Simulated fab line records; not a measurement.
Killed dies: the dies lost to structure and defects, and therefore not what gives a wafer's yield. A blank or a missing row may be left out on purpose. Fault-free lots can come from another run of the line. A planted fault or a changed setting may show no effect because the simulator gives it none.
One fault through the eyes of 2 desks :: flow sky130 :: each desk holds nothing but its own numbers, with what lay behind them at the end

== METROLOGY DESK ==
What the gauges read, lot by lot, whatever tool the lot ran on: means of the sampled wafers that have a number. If a lot's mean is further than 4 standard deviations from the usual mean, the lot is out of limits and carries the mark OUT (the distance appears in the brackets).
Columns: A = VT_ADJUST_HVTP_OVL at SKY_VT_ADJUST_HVTP_OVL_MEAS_08, usual 0.7 nm; B = VT_ADJUST_LVTN_OVL at SKY_VT_ADJUST_LVTN_OVL_MEAS_07, usual -0.4 nm
lot: L882
first seen here: day 6 02:43
A: 0.5
B: 2.1

lot: L883
first seen here: day 6 09:26
A: 1.7
B: -1.6

lot: L885
first seen here: day 6 17:17
A: 0.0
B: -0.9

lot: L887
first seen here: day 7 19:20
A: 0.3
B: 0.5

lot: L888
first seen here: day 7 20:40
A: 0.8
B: -2.1

lot: L886
first seen here: day 7 20:52
A: 0.2
B: -1.2

lot: L890
first seen here: day 8 06:56
A: 1.0
B: 0.4

lot: L891
first seen here: day 8 10:28
A: -0.1
B: 0.1

lot: L892
first seen here: day 8 14:10
A: 0.3
B: -0.1

lot: L893
first seen here: day 9 00:52
A: 1.4
B: 0.2

lot: L894
first seen here: day 9 08:14
A: 0.6
B: -1.0

lot: L895
first seen here: day 9 13:37
A: 1.8
B: -0.1

lot: L896
first seen here: day 9 17:52
A: -0.2
B: 1.7

lot: L897
first seen here: day 9 23:55
A: 0.9
B: -0.9

lot: L898
first seen here: day 10 06:44
A: 0.5
B: -0.1

lot: L903
first seen here: day 11 17:40
A: 0.2
B: -1.5
This desk's verdict: no lot among the 16 shows anything out of limits.

== THE TOOL OWNER'S DESK: litho track-01 ==
The tool's own readings at SKY_NWELL_COAT_18 (resist thk 3000 nm): means of the sampled wafers that have a number, for each lot that ran on this tool. If a lot's mean is further than 4 standard deviations from the usual mean, the lot is out of limits and carries the mark OUT (the distance appears in the brackets).
Columns: A = chill plate temp C at SKY_NWELL_COAT_18, usual 23.03 C
lot: L883
first seen here: day 5 04:49
A: 22.94

lot: L887
first seen here: day 6 13:32
A: 22.94

lot: L890
first seen here: day 7 00:44
A: 22.96

lot: L891
first seen here: day 7 03:26
A: 23.07

lot: L894
first seen here: day 7 23:14
A: 23.11

lot: L896
first seen here: day 8 09:41
A: 23.01

lot: L897
first seen here: day 8 15:10
A: 23.03

lot: L898
first seen here: day 8 21:19
A: 22.97
This desk's verdict: no lot among the 8 shows anything out of limits.

== BROUGHT TOGETHER ==
Nothing out of limits was seen by the metrology desk.
Nothing out of limits was seen by the tool owner's desk.

== WHAT WAS PUT IN BY THE SIMULATOR ==
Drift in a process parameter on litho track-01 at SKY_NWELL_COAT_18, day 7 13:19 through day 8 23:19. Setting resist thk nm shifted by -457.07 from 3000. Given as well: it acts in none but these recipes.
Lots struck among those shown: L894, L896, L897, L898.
